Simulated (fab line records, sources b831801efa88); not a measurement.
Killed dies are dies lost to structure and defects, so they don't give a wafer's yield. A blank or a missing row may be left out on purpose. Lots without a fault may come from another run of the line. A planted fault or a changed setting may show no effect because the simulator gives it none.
fab line records | flow sky130
record lots=5 wafers=15 last_day=50
route steps=708 shown POLY_CUT@317 SD_P@320 RES_XHIGH@332 SD_N@342 PAD_OPEN@708
lots that met no fault: from a run of the same line without faults
start_h: hours from the record's first day to the start of the lot's first wafer shown | wait_h: hours since the lot's step before | " the same as in the row above | L1.1+2: a row that stands for several wafers | - no value, or no start given | * or withheld: withheld | < > ~ a bound
route shown NAME@n: a module of which the file shows steps, and the number in the route of the first | usual: mean/standard deviation of fault-free wafers | same: alike in all rows | chamber/n: place in a boat | sites: the reading at each site | _std_site: their standard deviation | _edge_site: outer sites' mean less inner sites' | radius_mm: how far each site lies from the wafer's centre | mask NAME#n: copy n | behind: the tool/chamber that last shaped the wafer | hold: why the lot was held/for how many hours/how that ended | device: the transistor (n, p or np) that didn't switch | end of line: the same wafers' tests at the end of the route | a step without rows: its recipe alone | killed: dies lost to structure and defects at the first sort, not the wafer's yield | map: a wafer's dies, x killed, . not, _ none there
set.NAME: the setting as run; set.NAME@STEP: as run at that earlier step | model.NAME: the simulator's own value behind a step, which no gauge read
lots at some steps of the route; a table a step, a row a wafer
services: from which hour (start_h, from the record's first day; less than 0 if before it) a tool's chamber was out of use, for how many hours, and why
## steps
# step SKY_POLY_CUT_ETCH_10
# recipe chemistry=N2/H2 target=BARC ion_energy_ev=200 source_w=500 bias_w=100 pressure_mtorr=30 n2_flow_sccm=100 h2_flow_sccm=200 stop_on=SiO2 time_s=45.9 target_depth_a=600
# usual drypump_motor_current_A=5.9/0.45 h2_flow_sccm=200.0/0.55 oes_product_au=0.855/0.0046 throttle_valve_pct=13.224/0.0098
# columns lot.wafer tool chamber start_h wait_h drypump_motor_current_A h2_flow_sccm oes_product_au rf_hours_counter_h throttle_valve_pct
L695.1 rie_diel-02 2 647.12 0.0 6.2 199.8 0.854 57 13.214
L695.3 " 0 " " 5.8 200.5 0.852 - 13.237
L695.5 " 2 " " 6.3 200.2 0.857 - 13.235
L699.1 rie_diel-01 1 665.58 0.0 6.7 200.4 0.849 31 13.221
L699.4 " 3 " " 5.2 200.5 0.854 11 13.224
L699.5 " 1 " " 6.7 199.9 0.861 - 13.221
L703.1 rie_diel-04 0 703.18 0.0 5.9 200.0 0.860 45 13.226
L703.2 " 3 " " 6.0 199.4 0.857 8 13.213
L703.4 " 2 " " 5.4 200.5 0.850 8 13.214
L707.2 rie_diel-01 1 730.72 0.0 6.7 200.3 0.857 32 13.225
L707.3 " 2 " " 6.1 200.7 0.859 31 13.216
L707.4 " 0 " " 5.8 199.8 0.861 10 13.222
L709.1 rie_diel-04 3 745.68 0.0 6.0 200.3 0.855 8 13.221
L709.2 " 2 " " 5.4 200.1 0.862 9 13.213
L709.6 " 3 " " 6.0 201.4 0.850 - 13.251
# step SKY_POLY_CUT_ETCH_11
# recipe target=Si3N4 chemistry=CF4/CH2F2/Ar stop_on=poly-Si source_w=600 bias_w=144.6 pressure_mtorr=40 cf4_flow_sccm=40 ch2f2_flow_sccm=20 Ar_flow_sccm=150 time_s=42.5 target_depth_a=600
# step SKY_POLY_CUT_STRIP_12
# recipe chemistry=O2/N2 power_w=1400 pressure_mtorr=1500 platen_temp_c=withheld o2_flow_sccm=3000 n2_flow_sccm=300 overash_fraction=0.5
# usual drypump_motor_current_A=5.4/0.44 oes_product_au=0.453/0.0043 strip_time_to_endpoint_s=5.362/0.019
# columns lot.wafer tool chamber start_h wait_h drypump_motor_current_A oes_product_au rf_hours_counter_h strip_time_to_endpoint_s
L695.1 plasma_asher-02 0 647.24 0.0 5.5 0.456 80 5.367
L695.3 " 1 " " 4.8 0.456 - 5.333
L695.5 " 0 " " 5.5 0.455 - 5.321
L699.1 plasma_asher-04 0 665.66 0.0 5.4 0.449 24 5.339
L699.4 " 0 " " 5.4 0.448 - 5.360
L699.5 " 1 " " 5.8 0.455 - 5.353
L703.1 plasma_asher-02 0 703.26 0.0 5.4 0.454 86 5.354
L703.2 " 1 " " 4.8 0.462 86 5.350
L703.4 " 0 " " 5.4 0.446 - 5.369
L707.2 plasma_asher-04 0 730.81 0.0 5.4 0.450 30 5.356
L707.3 " 0 " " 5.4 0.452 - 5.356
L707.4 " 1 " " 5.8 0.447 - 5.364
L709.1 plasma_asher-03 1 745.76 0.0 5.4 0.451 64 5.343
L709.2 " 0 " " 6.2 0.449 64 5.338
L709.6 " 0 " " 6.2 0.448 - 5.344
# step SKY_SD_P_DEHYDRATE_00
# recipe temp_c=200 time_s=60
# step SKY_SD_P_HMDS_01
# recipe prime_time_s=60 prime_temp_c=120
# step SKY_SD_P_COAT_02
# recipe resist=NOVOLAK spin_rpm=3000 resist_thk_nm=1140
# step SKY_SD_P_SOFTBAKE_03
# recipe temp_c=90 time_s=60 resist=NOVOLAK
# step SKY_SD_P_EXPOSE_04
# recipe mask_id=PSDM na=0.6 source_shape=conventional sigma_outer=0.6 polarization=unpolarized target_cd_nm=380 dose_mj=138
# step SKY_SD_P_PEB_05
# recipe temp_c=withheld time_s=* resist=NOVOLAK
# step SKY_SD_P_DEVELOP_06
# recipe resist=NOVOLAK developer=TMAH develop_time_s=60 dev_temp_c=23
# step SKY_SD_P_CD_MEAS_07
# recipe target_cd_nm=380
# usual cd_nm=380.0/2.5
# columns lot.wafer tool chamber start_h wait_h cd_nm
L695.1 cd_sem-01 - 675.32 0.1 382.0
L695.3 " - " " 380.8
L695.5 " - " " 377.3
L699.1 cd_sem-01 - 693.17 0.1 383.7
L699.4 " - " " 386.1
L699.5 " - " " 384.8
L703.1 cd_sem-02 - 730.93 0.1 382.4
L703.2 " - " " 379.9
L703.4 " - " " 382.8
L707.2 cd_sem-02 - 758.64 0.1 380.2
L707.3 " - " " 379.5
L707.4 " - " " 376.2
L709.1 cd_sem-01 - 773.22 0.1 378.2
L709.2 " - " " 376.1
L709.6 " - " " 381.1
# step SKY_SD_P_OVL_MEAS_08
# usual SD_P_OVL=0.0/1.5
# columns lot.wafer tool chamber start_h wait_h SD_P_OVL[nm]
L695.1 overlay-02 - 675.44 0.1 -1.1
L695.3 " - " " -2.6
L695.5 " - " " -1.6
L699.1 overlay-01 - 693.29 0.1 -0.4
L699.4 " - " " 2.8
L699.5 " - " " 0.6
L703.1 overlay-02 - 731.05 0.1 -0.2
L703.2 " - " " -2.1
L703.4 " - " " -0.3
L707.2 overlay-01 - 758.74 0.1 3.0
L707.3 " - " " 2.4
L707.4 " - " " 2.2
L709.1 overlay-02 - 773.34 0.1 0.0
L709.2 " - " " 0.3
L709.6 " - " " 0.5
# step SKY_SD_P_IMPLANT_09
# recipe species=BF2 energy_kev=20 dose_cm2=3.022e+15 tilt_deg=0
# usual tilt_deg=0.001/0.016
# columns lot.wafer tool chamber start_h wait_h tilt_deg
L695.1 implanter-04 0 675.47 0.0 -0.019
L695.3 " 0 " " -0.019
L695.5 " 0 " " 0.016
L699.1 implanter-01 0 693.32 0.0 0.004
L699.4 " 0 " " -0.012
L699.5 " 0 " " -0.026
L703.1 implanter-03 0 731.09 0.0 0.010
L703.2 " 0 " " 0.020
L703.4 " 0 " " 0.028
L707.2 implanter-04 0 758.80 0.0 0.008
L707.3 " 0 " " 0.016
L707.4 " 0 " " 0.009
L709.1 implanter-03 0 773.37 0.0 -0.008
L709.2 " 0 " " 0.000
L709.6 " 0 " " -0.001
# step SKY_SD_P_STRIP_10
# recipe chemistry=O2/N2 power_w=1400 pressure_mtorr=1500 platen_temp_c=withheld o2_flow_sccm=3000 n2_flow_sccm=300 overash_fraction=0.5
# usual drypump_motor_current_A=5.9/0.37 oes_product_au=0.618/0.0045 strip_time_to_endpoint_s=17.51/0.047
# columns lot.wafer tool chamber start_h wait_h drypump_motor_current_A oes_product_au rf_hours_counter_h strip_time_to_endpoint_s
L695.1 plasma_asher-04 0 675.62 0.1 5.4 0.625 24 17.45
L695.3 " 1 " " 5.8 0.619 - 17.48
L695.5 " 0 " " 5.4 0.614 - 17.48
L699.1 plasma_asher-03 1 693.47 0.1 5.3 0.620 59 17.45
L699.4 " 0 " " 6.2 0.613 - 17.41
L699.5 " 0 " " 6.2 0.622 - 17.47
L703.1 plasma_asher-04 0 731.24 0.1 5.4 0.616 30 17.60
L703.2 " 1 " " 5.8 0.620 30 17.60
L703.4 " 1 " " 5.8 0.610 - 17.55
L707.2 plasma_asher-01 1 758.92 0.1 6.1 0.612 1 17.50
L707.3 " 0 " " 6.3 0.618 - 17.46
L707.4 " 1 " " 6.1 0.619 - 17.48
L709.1 plasma_asher-03 0 773.52 0.1 6.2 0.618 67 17.57
L709.2 " 1 " " 5.4 0.613 67 17.54
L709.6 " 0 " " 6.2 0.617 - 17.57
# step SKY_SD_P_TW_MEAS_11
# usual SD_P_TW=2845/33
# columns lot.wafer tool chamber start_h wait_h SD_P_TW
L695.1 film_metro-03 - 675.72 0.1 2844
L695.3 " - " " 2842
L695.5 " - " " 2846
L699.1 film_metro-02 - 693.57 0.1 2844
L699.4 " - " " 2834
L699.5 " - " " 2840
L703.1 film_metro-02 - 731.34 0.1 2806
L703.2 " - " " 2807
L703.4 " - " " 2806
L707.2 film_metro-04 - 759.03 0.1 2864
L707.3 " - " " 2859
L707.4 " - " " 2874
L709.1 film_metro-03 - 773.62 0.1 2833
L709.2 " - " " 2822
L709.6 " - " " 2831
# step SKY_RES_XHIGH_DEHYDRATE_00
# recipe temp_c=200 time_s=60
# step SKY_RES_XHIGH_HMDS_01
# recipe prime_time_s=60 prime_temp_c=120
# step SKY_RES_XHIGH_COAT_02
# recipe resist=NOVOLAK spin_rpm=3000 resist_thk_nm=1140
# step SKY_RES_XHIGH_SOFTBAKE_03
# recipe temp_c=90 time_s=60 resist=NOVOLAK
# step SKY_RES_XHIGH_EXPOSE_04
# recipe mask_id=URPM na=0.6 source_shape=conventional sigma_outer=0.6 polarization=unpolarized target_cd_nm=1270 dose_mj=140
# step SKY_RES_XHIGH_PEB_05
# recipe temp_c=withheld time_s=* resist=NOVOLAK
# step SKY_RES_XHIGH_DEVELOP_06
# recipe resist=NOVOLAK developer=TMAH develop_time_s=60 dev_temp_c=23
# step SKY_RES_XHIGH_IMPLANT_07
# recipe species=BF2 energy_kev=20 dose_cm2=3.6e+14 tilt_deg=0
# step SKY_RES_XHIGH_STRIP_08
# recipe chemistry=O2/N2 power_w=1400 pressure_mtorr=1500 platen_temp_c=withheld o2_flow_sccm=3000 n2_flow_sccm=300 overash_fraction=0.5
# usual drypump_motor_current_A=5.5/0.41 oes_product_au=0.712/0.0044 strip_time_to_endpoint_s=14.31/0.041
# columns lot.wafer tool chamber start_h wait_h drypump_motor_current_A oes_product_au rf_hours_counter_h strip_time_to_endpoint_s
L695.1 plasma_asher-01 1 702.83 0.1 6.1 0.715 100 14.36
L695.3 " 1 " " 6.1 0.714 - 14.36
L695.5 " 0 " " 6.3 0.709 - 14.33
L699.1 plasma_asher-04 1 722.23 0.1 5.8 0.710 29 14.34
L699.4 " 1 " " 5.8 0.712 - 14.33
L699.5 " 0 " " 5.4 0.706 - 14.32
L703.1 plasma_asher-02 0 759.13 0.1 5.5 0.707 92 14.33
L703.2 " 1 " " 4.8 0.716 92 14.32
L703.4 " 1 " " 4.8 0.710 - 14.33
L707.2 plasma_asher-04 0 785.73 0.1 5.4 0.707 36 14.28
L707.3 " 1 " " 5.9 0.712 - 14.32
L707.4 " 0 " " 5.4 0.704 - 14.29
L709.1 plasma_asher-04 0 800.63 0.1 5.4 0.712 38 14.29
L709.2 " 1 " " 5.8 0.715 38 14.31
L709.6 " 0 " " 5.4 0.718 - 14.31
# step SKY_RES_XHIGH_TW_MEAS_09
# usual RES_XHIGH_TW=1654/20
# columns lot.wafer tool chamber start_h wait_h RES_XHIGH_TW
L695.1 film_metro-04 - 702.93 0.1 1662
L695.3 " - " " 1661
L695.5 " - " " 1671
L699.1 film_metro-04 - 722.33 0.1 1670
L699.4 " - " " 1671
L699.5 " - " " 1670
L703.1 film_metro-03 - 759.23 0.1 1643
L703.2 " - " " 1641
L703.4 " - " " 1641
L707.2 film_metro-04 - 785.84 0.1 1671
L707.3 " - " " 1674
L707.4 " - " " 1673
L709.1 film_metro-02 - 800.73 0.1 1640
L709.2 " - " " 1632
L709.6 " - " " 1637
# step SKY_SD_N_DEHYDRATE_00
# recipe temp_c=200 time_s=60
# step SKY_SD_N_HMDS_01
# recipe prime_time_s=60 prime_temp_c=120
# step SKY_SD_N_COAT_02
# recipe resist=NOVOLAK spin_rpm=3000 resist_thk_nm=1140
# step SKY_SD_N_SOFTBAKE_03
# recipe temp_c=90 time_s=60 resist=NOVOLAK
# step SKY_SD_N_EXPOSE_04
# recipe mask_id=NSDM na=0.6 source_shape=conventional sigma_outer=0.6 polarization=unpolarized target_cd_nm=380 dose_mj=141
# step SKY_SD_N_PEB_05
# recipe temp_c=withheld time_s=* resist=NOVOLAK
# step SKY_SD_N_DEVELOP_06
# recipe resist=NOVOLAK developer=TMAH develop_time_s=60 dev_temp_c=23
# step SKY_SD_N_CD_MEAS_07
# recipe target_cd_nm=380
# usual cd_nm=380.1/2.2
# columns lot.wafer tool chamber start_h wait_h cd_nm
L695.1 cd_sem-02 - 730.45 0.2 379.8
L695.3 " - " " 380.4
L695.5 " - " " 380.2
L699.1 cd_sem-01 - 749.25 0.2 378.8
L699.4 " - " " 380.8
L699.5 " - " " 378.8
L703.1 cd_sem-01 - 785.48 0.1 380.1
L703.2 " - " " 381.0
L703.4 " - " " 378.5
L707.2 cd_sem-01 - 811.65 0.1 382.1
L707.3 " - " " 378.5
L707.4 " - " " 381.1
L709.1 cd_sem-01 - 826.68 0.1 377.9
L709.2 " - " " 373.8
L709.6 " - " " 378.3
# step SKY_SD_N_OVL_MEAS_08
# usual SD_N_OVL=-0.2/1.5
# columns lot.wafer tool chamber start_h wait_h SD_N_OVL[nm]
L695.1 overlay-01 - 730.57 0.1 0.2
L695.3 " - " " 0.5
L695.5 " - " " -1.7
L699.1 overlay-02 - 749.37 0.1 0.7
L699.4 " - " " 0.2
L699.5 " - " " 2.1
L703.1 overlay-02 - 785.60 0.1 -0.3
L703.2 " - " " -0.6
L703.4 " - " " -1.2
L707.2 overlay-02 - 811.75 0.1 1.0
L707.3 " - " " 1.5
L707.4 " - " " 2.3
L709.1 overlay-02 - 826.80 0.1 -0.2
L709.2 " - " " -3.2
L709.6 " - " " -0.9
# step SKY_SD_N_IMPLANT_09
# recipe species=As energy_kev=50 dose_cm2=4e+15 tilt_deg=0
# step SKY_SD_N_IMPLANT_10
# recipe species=P energy_kev=20 dose_cm2=1e+14 tilt_deg=0
# step SKY_SD_N_STRIP_11
# recipe chemistry=O2/N2 power_w=1400 pressure_mtorr=1500 platen_temp_c=withheld o2_flow_sccm=2876 n2_flow_sccm=300 overash_fraction=0.5
# step SKY_SD_N_TW_MEAS_12
# usual SD_N_TW=4025/26
# columns lot.wafer tool chamber start_h wait_h SD_N_TW
L695.1 film_metro-03 - 731.00 0.1 3991
L695.3 " - " " 4013
L695.5 " - " " 3988
L699.1 film_metro-02 - 749.81 0.1 4012
L699.4 " - " " 4009
L699.5 " - " " 4004
L703.1 film_metro-02 - 786.03 0.1 3976
L703.2 " - " " 3990
L703.4 " - " " 3986
L707.2 film_metro-04 - 812.19 0.1 4062
L707.3 " - " " 4051
L707.4 " - " " 4056
L709.1 film_metro-04 - 827.23 0.1 4048
L709.2 " - " " 4055
L709.6 " - " " 4027
# step SKY_SD_N_CLEAN_13
# recipe chemistry=SC1/SC2 mix=1:4:20 temp_c=70 time_s=150 dry=n2_spin
# step SKY_SD_N_RTA_14
# recipe temp_c=1075 time_s=2 idle_temp_c=650 ramp_up_c_per_s=150 ramp_down_c_per_s=90 ambient=N2
# usual lamp_power_pct=15.73/0.058 wafer_temp_C_max=1078.0/1.4
# columns lot.wafer tool chamber start_h wait_h lamp_power_pct wafer_temp_C_max
L695.1 rtp_anneal-01 0 731.11 0.0 15.70 1081.4
L695.3 " 0 " " 15.60 1078.9
L695.5 " 0 " " 15.66 1078.5
L699.1 rtp_anneal-02 0 749.92 0.0 15.73 1081.2
L699.4 " 0 " " 15.72 1078.7
L699.5 " 0 " " 15.70 1077.9
L703.1 rtp_anneal-01 0 786.14 0.0 15.72 1079.0
L703.2 " 0 " " 15.63 1076.9
L703.4 " 0 " " 15.72 1077.9
L707.2 rtp_anneal-01 0 812.31 0.0 15.82 1078.8
L707.3 " 0 " " 15.76 1076.3
L707.4 " 0 " " 15.67 1075.8
L709.1 rtp_anneal-01 0 827.35 0.0 15.72 1079.5
L709.2 " 0 " " 15.79 1081.2
L709.6 " 0 " " 15.73 1079.8
# step SKY_SD_N_RS_MEAS_16
# recipe thk_meas_gauge=four-point-probe
# usual SD_N_RS=68.49/0.12
# columns lot.wafer tool chamber start_h wait_h SD_N_RS[ohm/sq]
L695.1 film_metro-04 - 731.29 0.1 68.52
L695.3 " - " " 68.55
L695.5 " - " " 68.41
L699.1 film_metro-03 - 750.09 0.1 68.58
L699.4 " - " " 68.43
L699.5 " - " " 68.43
L703.1 film_metro-04 - 786.32 0.1 68.54
L703.2 " - " " 68.64
L703.4 " - " " 68.51
L707.2 film_metro-03 - 812.49 0.1 68.48
L707.3 " - " " 68.54
L707.4 " - " " 68.55
L709.1 film_metro-03 - 827.52 0.1 68.56
L709.2 " - " " 68.41
L709.6 " - " " 68.29
# step SKY_PAD_OPEN_PROBE_99
# usual killed_at_M0_to_M3=42/7.2 killed_at_M4_up=3.2/1.8 killed_at_contacts=24/5.4 killed_at_front_end=15/4 killed_at_other=0.3/0.59 killed_dies=84/9 killed_open=46/7.1 killed_short=38/6
# same gross_dies=492 killed_at_back_side=0
# columns lot.wafer tool chamber start_h wait_h killed_at_M0_to_M3 killed_at_M4_up killed_at_contacts killed_at_front_end killed_at_other killed_dies killed_open killed_short model.etest.res_high_po.rs_ohm_sq_range model.etest.res_pdiff.rs_ohm_sq_range
L695.1 prober-02 - 1137.92 0.1 49 1 27 8 1 86 41 44 33.51 12.96
L695.3 prober-02 - 1138.02 0.2 31 4 28 13 1 77 45 32 30.89 10.91
L695.5 prober-02 - 1138.12 0.2 44 4 15 10 0 73 41 32 29.6 11.76
L699.1 prober-01 - 1154.78 0.1 34 7 28 15 0 84 41 42 13.01 7.495
L699.4 prober-01 - 1154.93 0.2 45 3 23 15 0 86 48 37 10.76 10.81
L699.5 prober-01 - 1154.98 0.2 52 4 15 8 0 79 46 33 12.92 6.664
L703.1 prober-02 - 1176.08 0.1 44 3 20 10 1 78 38 40 9.378 4.71
L703.2 prober-02 - 1176.13 0.1 53 2 23 16 0 94 54 40 7.535 8.507
L703.4 prober-02 - 1176.23 0.2 38 1 28 9 1 77 43 34 11.97 5.546
L707.2 prober-02 - 1188.89 0.1 44 4 18 19 0 85 47 38 4.803 4.215
L707.3 prober-02 - 1188.94 0.2 45 5 19 18 0 87 51 36 6.199 5.712
L707.4 prober-02 - 1188.99 0.2 34 4 22 14 2 76 40 36 5.109 3.759
L709.1 prober-02 - 1199.96 0.1 45 4 22 20 0 91 54 37 6.705 3.256
L709.2 prober-02 - 1200.01 0.1 50 2 29 7 0 88 59 28 7.142 3.275
L709.6 prober-02 - 1200.21 0.2 51 6 28 9 0 94 55 39 8.633 2.536
# killed by level:class
L695.1 METAL1:geometric_particle:short=9 LI_CONTACT:geometric_particle:open=8 CONTACT:geometric_particle:open=8 VIA3:geometric_particle:open=8 VIA1:geometric_particle:open=7 VIA2:geometric_particle:open=6 METAL2:geometric_particle:short=5 LOCAL_INTERCONNECT:geometric_particle:short=5
L695.3 VIA2:geometric_particle:open=9 VIA1:geometric_particle:open=8 CONTACT:geometric_particle:short=7 CONTACT:geometric_particle:open=6 LOCAL_INTERCONNECT:geometric_particle:short=6 LI_CONTACT:geometric_particle:open=5 POLY_GATE:geometric_particle:open=3 VIA2:geometric_particle:short=3
L695.5 VIA1:geometric_particle:open=12 VIA2:geometric_particle:open=7 VIA3:geometric_particle:short=7 CONTACT:geometric_particle:open=6 VIA3:geometric_particle:open=4 LOCAL_INTERCONNECT:geometric_particle:short=4 METAL1:geometric_particle:short=4 VIA1:geometric_particle:short=4
L699.1 CONTACT:geometric_particle:open=11 VIA1:geometric_particle:open=9 CONTACT:geometric_particle:short=6 METAL4:geometric_particle:short=6 LI_CONTACT:geometric_particle:short=5 POLY_GATE:geometric_particle:short=4 POLY_GATE:geometric_particle:open=4 VIA1:geometric_particle:short=4
L699.4 VIA1:geometric_particle:open=15 VIA2:geometric_particle:open=8 CONTACT:geometric_particle:open=6 VIA3:geometric_particle:open=6 LOCAL_INTERCONNECT:geometric_particle:short=5 LI_CONTACT:geometric_particle:open=4 CONTACT:geometric_particle:short=4 METAL1:geometric_particle:short=4
L699.5 VIA1:geometric_particle:open=15 LI_CONTACT:geometric_particle:open=7 METAL3:geometric_particle:short=6 VIA3:geometric_particle:open=6 CONTACT:geometric_particle:open=5 METAL2:geometric_particle:short=5 VIA2:geometric_particle:open=5 POLY_GATE:geometric_particle:short=4
L703.1 VIA1:geometric_particle:open=10 VIA3:geometric_particle:open=9 LI_CONTACT:geometric_particle:short=6 METAL1:geometric_particle:short=6 CONTACT:geometric_particle:short=4 CONTACT:geometric_particle:open=4 VIA2:geometric_particle:open=4 POLY_GATE:geometric_particle:short=3
L703.2 VIA1:geometric_particle:open=14 LI_CONTACT:geometric_particle:open=9 CONTACT:geometric_particle:open=8 METAL1:geometric_particle:short=6 VIA2:geometric_particle:short=6 VIA2:geometric_particle:open=5 VIA3:geometric_particle:open=5 FIELD_ISO:geometric_particle:short=4
L703.4 VIA1:geometric_particle:open=10 LI_CONTACT:geometric_particle:open=8 CONTACT:geometric_particle:open=7 VIA3:geometric_particle:open=5 METAL2:geometric_particle:short=5 LOCAL_INTERCONNECT:geometric_particle:short=4 METAL3:geometric_particle:short=4 FIELD_ISO:geometric_particle:short=3
L707.2 VIA1:geometric_particle:open=12 LOCAL_INTERCONNECT:geometric_particle:short=8 FIELD_ISO:geometric_particle:open=7 METAL2:geometric_particle:short=7 VIA3:geometric_particle:open=7 FIELD_ISO:geometric_particle:short=5 METAL1:geometric_particle:short=5 POLY_GATE:geometric_particle:open=4
L707.3 VIA3:geometric_particle:open=9 VIA1:geometric_particle:open=9 CONTACT:geometric_particle:open=8 VIA2:geometric_particle:open=6 FIELD_ISO:geometric_particle:short=4 FIELD_ISO:geometric_particle:open=4 METAL1:geometric_particle:short=4 LI_CONTACT:geometric_particle:open=4
L707.4 LI_CONTACT:geometric_particle:open=12 CONTACT:geometric_particle:open=7 METAL2:geometric_particle:short=6 METAL1:geometric_particle:short=5 VIA1:geometric_particle:open=5 METAL3:geometric_particle:short=5 VIA3:geometric_particle:open=4 POLY_GATE:geometric_particle:short=3
L709.1 VIA1:geometric_particle:open=12 FIELD_ISO:geometric_particle:short=9 LI_CONTACT:geometric_particle:open=9 CONTACT:geometric_particle:open=9 VIA3:geometric_particle:open=8 METAL1:geometric_particle:short=5 VIA2:geometric_particle:open=5 FIELD_ISO:geometric_particle:open=4
L709.2 CONTACT:geometric_particle:open=17 VIA1:geometric_particle:open=14 VIA3:geometric_particle:open=11 VIA2:geometric_particle:open=6 METAL1:geometric_particle:short=5 CONTACT:geometric_particle:short=5 METAL2:geometric_particle:short=4 LI_CONTACT:geometric_particle:open=3
L709.6 VIA3:geometric_particle:open=15 LI_CONTACT:geometric_particle:open=10 CONTACT:geometric_particle:open=8 VIA1:geometric_particle:open=7 METAL4:geometric_particle:short=5 CONTACT:geometric_particle:short=5 METAL1:geometric_particle:short=5 VIA2:geometric_particle:open=5
## services
# columns tool chamber start_h hours kind
rie_diel-02 3 638.04 9.2 repair
rie_diel-04 1 650.34 5.6 repair
plasma_asher-01 - 653.28 2.2 repair
rie_diel-02 3 659.28 6.3 repair
implanter-01 - 662.51 4.7 pm
implanter-04 - 666.95 3.5 pm
implanter-03 - 667.92 32.1 pm
rie_diel-04 - 669.53 1.6 repair
plasma_asher-01 - 671.20 1.5 repair
plasma_asher-03 - 671.43 0.4 repair
rie_diel-04 2 689.74 10.1 repair
implanter-03 - 700.01 4.9 pm
plasma_asher-02 - 717.55 2.3 repair
rie_diel-04 0 732.57 - clean
rie_diel-04 0 732.57 24.5 scheduled_down
rie_diel-04 0 732.57 24.5 vent_cycle
plasma_asher-01 - 733.75 9.0 pm
plasma_asher-01 0 733.75 9.0 vent_cycle
plasma_asher-01 1 733.75 9.0 vent_cycle
rie_diel-04 3 734.18 3.0 repair
plasma_asher-01 0 742.75 - clean
plasma_asher-01 1 742.75 - clean
plasma_asher-01 - 771.67 46.2 repair
plasma_asher-01 - 785.17 2.0 repair
## key
first_sign none at tools or gauges
model_effect step=SKY_PAD_OPEN_PROBE_99 value=etest.res_high_po.rs_ohm_sq_range without=8.26 struck=31.33
met_at SKY_SD_P_IMPLANT_09
struck_wafers L695.1,L695.3,L695.5
tester_left_out L695
also_fits SKY_POLY_CUT_ETCH_10:rie_diel-02,SKY_RES_XHIGH_STRIP_08:plasma_asher-01
fault kind=process_parameter_drift tool=implanter-04 chamber=- onset_h=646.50 steps=SKY_SD_P_IMPLANT_09 channel=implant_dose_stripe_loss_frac offset=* shape=step end_h=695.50
# tester_left_out: of these lots the tester's yield and bins aren't shown, on N5 and GAA mostly nor the transistor test; their killed dies are dies lost to structure and defects alone, not to doping, threshold or leakage, so they don't give the yield
